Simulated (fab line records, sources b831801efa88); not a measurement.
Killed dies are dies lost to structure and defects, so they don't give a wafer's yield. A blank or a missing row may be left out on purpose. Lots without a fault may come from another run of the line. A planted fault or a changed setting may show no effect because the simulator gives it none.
A struck lot beside a sound one | flow sky130 | 35 steps out of a route of 708
Sound: wafers L247.1, L247.3, L247.4. Struck: wafers L238.3, L238.5. (L238.6 of the same lot was not struck and is left out.) The cause comes at the end.
At each step with rows: each side's tool, then ch and its chambers, then its first start. Under that, the readings that differ: sound wafers | struck wafers | difference of the means | sigmas: that difference in standard deviations of wafers without a fault.
alike: readings whose means differ by less than 2 such deviations, and words and numbers that are the same on both sides. not compared: withheld readings, readings that some wafer has no value for, bounds like >300 that may hide the same value, and numbers for which the record gives no deviation and whose values overlap.
The two part at a step that has a row with sigmas, a row that says differs or no value, or rows on one side only. Numbers that don't overlap but have no deviation are shown without sigmas and don't part them. A reading that every wafer of one side lacks parts them only if that side has two wafers or more.

first, 10 steps without rows for these wafers: SKY_VIA2_CLEAN_18 (cleans in IPA, time 180 s); SKY_VIA2_CLEAN_19 (cleans in O3/DIW); SKY_VIA2_SPUTTER_20 (material TiN, target thk 20 nm, time 80 s); SKY_VIA2_CVD_21 (deposits W, target thk 420 nm, time 126.4 s); SKY_VIA2_CMP_24 (polishes, stops on SiO2, t overpolish 20 s, target thk 0 nm); SKY_METAL3_SPUTTER_00 (material Ti, target thk 15 nm, time 10 s); SKY_METAL3_SPUTTER_01 (material TiN, target thk 20 nm, time 16.7 s); SKY_METAL3_SPUTTER_02 (material AlCu, target thk 735 nm, time 39.1 s); SKY_METAL3_SPUTTER_03 (material Ti, target thk 5 nm, time 3.3 s); SKY_METAL3_SPUTTER_04 (material TiN, target thk 70 nm, time 58.3 s).
SKY_CAPM_CVD_00: deposits SiO2, target thk 15.5 nm.
  sound on pecvd-03 ch 1,2, day 43 15:32; struck on pecvd-03 ch 2, day 39 12:25
  alike: heater_power_w
then, 23 steps without rows for these wafers: SKY_CAPM_SPUTTER_02 (material TiN, target thk 200 nm, time 166.7 s); SKY_CAPM_DEHYDRATE_05 (time 60 s); SKY_CAPM_HMDS_06 (prime time 60 s); SKY_CAPM_COAT_07 (resist thk 1140 nm); SKY_CAPM_SOFTBAKE_08 (time 60 s); SKY_CAPM_EXPOSE_09 (exposes mask CAPM, target cd 1000 nm); SKY_CAPM_PEB_10; SKY_CAPM_DEVELOP_11 (develop time 60 s); SKY_CAPM_METAL_ETCH_13 (etches TiN in Cl2/BCl3, stops on SiO2, target depth 220 nm, time 62.9 s); SKY_CAPM_STRIP_14 (strips in O2/N2); SKY_CAPM_STRIP_15 (strips in post etch residue remover, time 1232 s); SKY_CAPM_CLEAN_16 (cleans in IPA, time 180 s); SKY_CAPM_CLEAN_17 (cleans in O3/DIW); SKY_METAL3_DEHYDRATE_05 (time 60 s); SKY_METAL3_HMDS_06 (prime time 60 s); SKY_METAL3_COAT_07 (resist thk 60 nm); SKY_METAL3_COAT_08 (resist thk 1140 nm); SKY_METAL3_SOFTBAKE_09 (time 90 s); SKY_METAL3_EXPOSE_10 (exposes mask MM3, target cd 300 nm); SKY_METAL3_PEB_11; SKY_METAL3_DEVELOP_12 (develop time 60 s); SKY_METAL3_DESCUM_15 (chemistry O2, time 8 s); SKY_METAL3_ETCH_16 (etches BARC in N2/H2, stops on SiO2, time 88.2 s, target depth 60 nm).
-- the record jumps here: 9 days lie between the struck wafers' starts before and after (it left off in module METAL3 and takes up again in module PAD_OPEN, whose first step shown is number 708 of the route) --
SKY_PAD_OPEN_PROBE_99:
  sound on prober-02, day 51 04:34; struck on prober-02, day 48 06:26
  reading                               | sound              | struck      | difference | sigmas
  defect_limited_yield (%)              | 83.1 81.1 83.1     | 72.6 71.3   | -10.5      | -5
  killed_at_other                       | 0 1 1              | 49 50       | +49        | +64
  killed_dies                           | 83 93 83           | 135 141     | +52        | +5
  sort_bin_3_pad_short (%)              | 1.2 0.2 0.4        | 1.6 2.0     | +1.2       | +3
  sort_bin_5_function (%)               | 8.5 11.4 9.8       | 18.3 19.7   | +9.1       | +6
  sort_n_pass                           | 409 399 409        | 357 351     | -52        | -5
  sort_yield_pct (%)                    | 83.1 81.1 83.1     | 72.6 71.3   | -10.5      | -5
  model.etest.tester.sort_n_pass        | 409 399 409        | 357 351     | -52        |
  model.etest.tester.sort_yield_pct (%) | 83.13 81.1 83.13   | 72.56 71.34 | -10.50     |
  model.etest.tester.sort_bin_5_pct (%) | 8.537 11.38 9.756  | 18.29 19.72 | +9.11      |
  model.etest.tester.sort_bin_3_pct (%) | 1.22 0.2033 0.4065 | 1.626 2.033 | +1.220     |
  alike: killed_at_M0_to_M3, killed_at_M4_up, killed_at_contacts, killed_at_front_end, killed_open, killed_short, sort_bin_6_memory

WHERE THEY PART
Only at SKY_PAD_OPEN_PROBE_99, within this record.

WHY: what the simulator had put in
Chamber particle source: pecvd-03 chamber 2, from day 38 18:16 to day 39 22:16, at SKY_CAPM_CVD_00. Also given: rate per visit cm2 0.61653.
